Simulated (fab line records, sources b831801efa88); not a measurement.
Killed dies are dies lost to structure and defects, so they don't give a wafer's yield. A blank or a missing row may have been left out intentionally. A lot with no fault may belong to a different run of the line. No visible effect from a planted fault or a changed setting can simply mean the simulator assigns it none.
Which of the tools did it? :: flow gf180mcu :: route of 602 steps, sampled at 1 step: 12 lots, 36 wafers

== WHAT THE GAUGES READ, wafer by wafer ==
GF_POLY_GATE_OVL_MEAS_11.
lot: L075
measured: day 9 11:30
on: overlay-01
POLY_GATE_OVL (nm): 1 -2 6

lot: L077
measured: day 10 05:08
on: overlay-01
POLY_GATE_OVL (nm): -6 -10 -8

lot: L079
measured: day 10 20:20
on: overlay-01
POLY_GATE_OVL (nm): 2 -6 -1

lot: L081
measured: day 11 08:32
on: overlay-02
POLY_GATE_OVL (nm): -5 -3 0

lot: L083
measured: day 12 00:02
on: overlay-02
POLY_GATE_OVL (nm): -1 2 1

lot: L085
measured: day 12 09:53
on: overlay-02
POLY_GATE_OVL (nm): -2 -2 -1

lot: L087
measured: day 13 02:25
on: overlay-01
POLY_GATE_OVL (nm): -6 -5 -3

lot: L089
measured: day 13 21:23
on: overlay-01
POLY_GATE_OVL (nm): 1 5 -3

lot: L091
measured: day 14 08:41
on: overlay-02
POLY_GATE_OVL (nm): -13 -3 -9

lot: L093
measured: day 15 04:16
on: overlay-01
POLY_GATE_OVL (nm): 8 9 10

lot: L095
measured: day 15 13:05
on: overlay-01
POLY_GATE_OVL (nm): 2 5 1

lot: L097
measured: day 16 13:02
on: overlay-01
POLY_GATE_OVL (nm): -2 -2 -1

== WHAT TOOL EACH LOT RAN ON (gives the tool, then ch and the chambers of the sampled wafers, and finally the start) ==
There is no process step in the record ahead of these readings.

== THE ANSWER, worked out from the rows above alone ==
Rule: the usual values come from the lots themselves. Put in order of their means at a reading, lots are off if they are a third of the lots or fewer, leave a main group of 4 or more, and stand apart from it by a gap of 3 or more times the standard deviation of the main group's means; of several such gaps the widest counts. A main group is skipped when, at the precision printed for the reading in the tables above, its means are all equal. Also off: a lot with no number at a reading for which 4 or more lots have one. Any other lot the step has rows for is counted as sound.
No lot is off on any of the readings shown, so nothing can be concluded from this.

== WHAT THE SIMULATOR HAD INSERTED ==
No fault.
